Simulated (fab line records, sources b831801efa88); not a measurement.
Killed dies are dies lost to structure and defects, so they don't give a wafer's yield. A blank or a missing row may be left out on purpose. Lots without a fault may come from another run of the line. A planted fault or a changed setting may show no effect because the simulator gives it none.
Chamber matching | flow sky130 | SKY_PASSIVATION_ETCH_11 on rie_diel-02: 4 sister chambers
The step etches the open film in CF4/O2, stops on AlCu, target depth 725 nm, time 161.1 s. 16 wafers are shown with their chamber, then 8 later ones without.

WAFERS WITH THEIR CHAMBER
wafer  | chamber | oes_product_au (a.u.) | throttle_valve_pct (%)
L074.2 | 1       | 0.970                 | 5.976
L074.4 | 2       | 0.989                 | 5.965
L074.6 | 2       | 0.988                 | 5.972
L076.1 | 3       | 0.970                 | 5.963
L076.5 | 0       | 0.988                 | 5.982
L076.6 | 3       | 0.971                 | 5.953
L078.2 | 3       | 0.973                 | 5.959
L078.3 | 2       | 0.964                 | 5.951
L078.5 | 2       | 0.982                 | 5.954
L079.3 | 3       | 0.961                 | 5.957
L079.4 | 2       | 0.998                 | 5.964
L079.5 | 3       | 0.965                 | 5.966
L081.2 | 3       | 0.956                 | 5.956
L081.3 | 2       | 0.977                 | 5.953
L081.6 | 1       | 0.983                 | 5.969
L084.1 | 0       | 0.975                 | 5.958

SIGNATURES (means of the wafers above)
reading            | chamber 0 | chamber 1 | chamber 2 | chamber 3 | scatter within a chamber
oes_product_au     | 0.98150   | 0.97650   | 0.98300   | 0.96600   | 0.00944
throttle_valve_pct | 5.97000   | 5.97250   | 5.95983   | 5.95900   | 0.00805
Rule: a wafer's distance from a chamber is the root of the sum, over the readings, of the square of ((its reading less the chamber's mean) divided by the reading's scatter). The wafer belongs to the nearest chamber; if the next one is less than 2 further off, it can't be placed. The scatter: the root of (the sum of the squares of (reading less its chamber's mean) over the shown wafers, divided by (wafers less chambers)).

WAFERS WITHOUT THEIR CHAMBER
wafer  | oes_product_au (a.u.) | throttle_valve_pct (%)
L084.3 | 0.969                 | 5.972
L084.4 | 0.989                 | 5.952
L086.3 | 0.960                 | 5.960
L086.5 | 0.985                 | 5.964
L086.6 | 0.988                 | 5.977
L097.1 | 0.982                 | 5.982
L097.4 | 0.988                 | 5.954
L097.6 | 0.985                 | 5.969

WHICH CHAMBER EACH WENT THROUGH
wafer  | from the rows above               | in truth
L084.3 | can't be placed: 1 or 0 or 3 or 2 | 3
L084.4 | can't be placed: 2 or 0 or 3 or 1 | 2
L086.3 | can't be placed: 3 or 1 or 2 or 0 | 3
L086.5 | can't be placed: 2 or 0 or 1 or 3 | 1
L086.6 | can't be placed: 0 or 1 or 2      | 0
L097.1 | can't be placed: 1 or 0 or 2      | 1
L097.4 | can't be placed: 2 or 0 or 3 or 1 | 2
L097.6 | can't be placed: 0 or 1 or 2 or 3 | 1
Placed correctly: 0 of 8. Can't be placed from these rows: 8 (the true chamber is among the candidates in 8). Placed wrongly: 0.
